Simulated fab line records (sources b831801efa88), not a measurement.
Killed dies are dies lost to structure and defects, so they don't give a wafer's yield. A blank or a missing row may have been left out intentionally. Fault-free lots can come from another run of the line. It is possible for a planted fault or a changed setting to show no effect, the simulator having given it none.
Which of the tools did it? / flow gf180mcu / 14 lots with 42 wafers sampled at 5 steps, on a route of 602 steps

## WHAT EACH GAUGE READ, for each wafer
GF_STI_THK_MEAS_24. Usual: for STI_CVD_23_THK the level is 649 nm and the standard deviation is 6.4.
lot=L760; measured=day 2 04:02; on=filmMetro-04; STI_CVD_23_THK (nm)=654 651 652; flag=
lot=L761; measured=day 2 09:30; on=filmMetro-04; STI_CVD_23_THK (nm)=649 648 641; flag=
lot=L762; measured=day 2 15:30; on=filmMetro-03; STI_CVD_23_THK (nm)=660 655 656; flag=
lot=L763; measured=day 2 20:11; on=filmMetro-04; STI_CVD_23_THK (nm)=640 658 657; flag=
lot=L764; measured=day 3 04:11; on=filmMetro-01; STI_CVD_23_THK (nm)=663 640 651; flag=
lot=L765; measured=day 3 05:37; on=filmMetro-04; STI_CVD_23_THK (nm)=662 648 657; flag=
lot=L766; measured=day 3 09:40; on=filmMetro-03; STI_CVD_23_THK (nm)=648 638 648; flag=
lot=L767; measured=day 3 15:17; on=filmMetro-03; STI_CVD_23_THK (nm)=651 651 653; flag=
lot=L768; measured=day 3 22:06; on=filmMetro-01; STI_CVD_23_THK (nm)=650 638 643; flag=
lot=L772; measured=day 4 17:14; on=filmMetro-04; STI_CVD_23_THK (nm)=643 652 643; flag=
lot=L776; measured=day 5 14:15; on=filmMetro-01; STI_CVD_23_THK (nm)=659 649 655; flag=
lot=L777; measured=day 5 19:30; on=filmMetro-03; STI_CVD_23_THK (nm)=651 649 641; flag=
lot=L779; measured=day 6 05:33; on=filmMetro-04; STI_CVD_23_THK (nm)=656 655 663; flag=
lot=L781; measured=day 6 15:44; on=filmMetro-04; STI_CVD_23_THK (nm)=648 654 648; flag=

GF_DNWELL_TW_MEAS_09. Usual: for DNWELL_TW the level is 1373 and the standard deviation is 15.
lot=L760; measured=day 2 20:03; on=filmMetro-01; DNWELL_TW=1385 1384 1378; flag=
lot=L761; measured=day 3 00:33; on=filmMetro-02; DNWELL_TW=1380 1373 1378; flag=
lot=L762; measured=day 3 07:10; on=filmMetro-01; DNWELL_TW=1397 1393 1394; flag=
lot=L763; measured=day 3 12:57; on=filmMetro-02; DNWELL_TW=1367 1378 1369; flag=
lot=L764; measured=day 3 20:10; on=filmMetro-04; DNWELL_TW=1343 1343 1343; flag=
lot=L765; measured=day 3 21:41; on=filmMetro-01; DNWELL_TW=1405 1390 1396; flag=
lot=L766; measured=day 4 01:59; on=filmMetro-01; DNWELL_TW=1380 1379 1386; flag=
lot=L767; measured=day 4 07:03; on=filmMetro-01; DNWELL_TW=1391 1391 1392; flag=
lot=L768; measured=day 4 13:13; on=filmMetro-01; DNWELL_TW=1388 1382 1384; flag=
lot=L772; measured=day 5 11:00; on=filmMetro-04; DNWELL_TW=1342 1357 1357; flag=
lot=L776; measured=day 6 08:38; on=filmMetro-01; DNWELL_TW=1379 1387 1383; flag=
lot=L777; measured=day 6 13:21; on=filmMetro-02; DNWELL_TW=1391 1383 1382; flag=
lot=L779; measured=day 7 00:23; on=filmMetro-04; DNWELL_TW=1360 1355 1358; flag=
lot=L781; measured=day 7 10:43; on=filmMetro-04; DNWELL_TW=1356 1353 1360; flag=

GF_NWELL_OVL_MEAS_07. Usual: for NWELL_OVL the level is -0.9 nm and the standard deviation is 1.2.
lot=L760; measured=day 3 08:32; on=overlay-01; NWELL_OVL (nm)=0.7 -1.7 -0.3; flag=
lot=L761; measured=day 3 12:35; on=overlay-01; NWELL_OVL (nm)=-1.9 -0.5 -1.0; flag=
lot=L762; measured=day 3 20:22; on=overlay-02; NWELL_OVL (nm)=-1.6 -1.9 -1.8; flag=
lot=L763; measured=day 4 02:05; on=overlay-02; NWELL_OVL (nm)=-0.6 -0.8 0.1; flag=
lot=L764; measured=day 4 10:21; on=overlay-01; NWELL_OVL (nm)=-1.5 -3.0 -3.8; flag=
lot=L765; measured=day 4 10:59; on=overlay-02; NWELL_OVL (nm)=0.7 -0.3 0.4; flag=
lot=L766; measured=day 4 16:01; on=overlay-01; NWELL_OVL (nm)=-2.6 -2.1 -2.1; flag=
lot=L767; measured=day 4 21:22; on=overlay-02; NWELL_OVL (nm)=1.6 -0.1 2.8; flag=
lot=L768; measured=day 5 03:30; on=overlay-02; NWELL_OVL (nm)=54.2 54.0 53.5; flag=OFF
lot=L772; measured=day 6 02:26; on=overlay-02; NWELL_OVL (nm)=52.2 52.0 53.3; flag=OFF
lot=L776; measured=day 7 00:30; on=overlay-01; NWELL_OVL (nm)=-0.7 -0.5 -0.5; flag=
lot=L777; measured=day 7 05:14; on=overlay-01; NWELL_OVL (nm)=-1.9 -0.9 -1.1; flag=
lot=L779; measured=day 7 16:57; on=overlay-02; NWELL_OVL (nm)=-1.7 -1.1 -2.4; flag=
lot=L781; measured=day 8 03:30; on=overlay-02; NWELL_OVL (nm)=0.2 0.2 1.8; flag=

GF_POLY_GATE_OVL_MEAS_11. Usual: for POLY_GATE_OVL the level is 2 nm and the standard deviation is 5.4.
lot=L760; measured=day 9 11:40; on=overlay-02; POLY_GATE_OVL (nm)=-6 1 -4; flag=
lot=L761; measured=day 9 15:55; on=overlay-01; POLY_GATE_OVL (nm)=0 8 -2; flag=
lot=L762; measured=day 10 07:05; on=overlay-02; POLY_GATE_OVL (nm)=-2 -6 -9; flag=
lot=L763; measured=day 10 13:10; on=overlay-02; POLY_GATE_OVL (nm)=8 -4 3; flag=
lot=L764; measured=day 10 23:23; on=overlay-01; POLY_GATE_OVL (nm)=6 5 7; flag=
lot=L765; measured=day 10 23:13; on=overlay-02; POLY_GATE_OVL (nm)=7 4 -1; flag=
lot=L766; measured=day 11 03:46; on=overlay-01; POLY_GATE_OVL (nm)=-6 -2 -6; flag=
lot=L767; measured=day 11 11:52; on=overlay-01; POLY_GATE_OVL (nm)=9 11 7; flag=
lot=L768; measured=day 11 19:52; on=overlay-02; POLY_GATE_OVL (nm)=4 9 9; flag=
lot=L772; measured=day 13 02:53; on=overlay-01; POLY_GATE_OVL (nm)=8 2 6; flag=
lot=L776; measured=day 14 05:13; on=overlay-02; POLY_GATE_OVL (nm)=9 3 5; flag=
lot=L777; measured=day 14 13:39; on=overlay-02; POLY_GATE_OVL (nm)=-2 4 0; flag=
lot=L779; measured=day 15 01:19; on=overlay-02; POLY_GATE_OVL (nm)=4 1 0; flag=
lot=L781; measured=day 15 20:13; on=overlay-02; POLY_GATE_OVL (nm)=2 -5 1; flag=

## WHICH TOOL RAN EACH LOT (tool, then ch and the chambers of the sampled wafers, then the start)
lot=L760; GF_NWELL_EXPOSE_04=ilineStepper-01 ch 0, day 3 02:10
lot=L761; GF_NWELL_EXPOSE_04=ilineStepper-02 ch 0, day 3 06:22
lot=L762; GF_NWELL_EXPOSE_04=ilineStepper-02 ch 0, day 3 14:03
lot=L763; GF_NWELL_EXPOSE_04=ilineStepper-02 ch 0, day 3 19:16
lot=L764; GF_NWELL_EXPOSE_04=ilineStepper-01 ch 0, day 4 03:11
lot=L765; GF_NWELL_EXPOSE_04=ilineStepper-01 ch 0, day 4 04:35
lot=L766; GF_NWELL_EXPOSE_04=ilineStepper-02 ch 0, day 4 08:37
lot=L767; GF_NWELL_EXPOSE_04=ilineStepper-02 ch 0, day 4 14:06
lot=L768; GF_NWELL_EXPOSE_04=ilineStepper-01 ch 0, day 4 20:38
lot=L772; GF_NWELL_EXPOSE_04=ilineStepper-01 ch 0, day 5 18:17
lot=L776; GF_NWELL_EXPOSE_04=ilineStepper-02 ch 0, day 6 16:50
lot=L777; GF_NWELL_EXPOSE_04=ilineStepper-02 ch 0, day 6 21:35
lot=L779; GF_NWELL_EXPOSE_04=ilineStepper-02 ch 0, day 7 07:53
lot=L781; GF_NWELL_EXPOSE_04=ilineStepper-02 ch 0, day 7 19:15
- GF_NWELL_EXPOSE_04: exposes mask Nwell, target cd 860 nm.

## AS READ BY THE TOOLS THEMSELVES (means over the sampled wafers that have a number; for cases with no such wafer, the mark the record gives instead)
The record holds no such reading with a usual standard deviation.

## THE ANSWER, worked out from the rows above alone
Rule: a lot is off if the mean of its wafers that have a number lies more than 3 standard deviations from the usual mean. Also off: a lot with no number at a reading for which 4 or more lots have one. Any other lot the step has rows for is counted as sound. The gauges are gone through in route order, then the tools' own readings, and for those a lot's mean is taken as printed above. At the first step where some lot is off, the reading lying furthest off is the one used; lots without a number count as furthest.
Off: L768, L772, seen at GF_NWELL_OVL_MEAS_07 (NWELL_OVL).
If a tool, at a process step before that reading, ran all the lots that are off and no sound lot after the first of them, it fits. Gauges at GF_NWELL_OVL_MEAS_07: tried the same way as those tools. One fits: GF_NWELL_EXPOSE_04 on ilineStepper-01. A fault onset in the window from L765 (day 4 04:35, its last sound lot) to L768 (day 4 20:38, its first lot off) fits.

## WHAT THE SIMULATOR PUT IN
Scanner matching overlay: ilineStepper-01, from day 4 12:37 on, at GF_NWELL_EXPOSE_04. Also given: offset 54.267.
Lots struck among those shown: L768, L772. The rule above found the same.
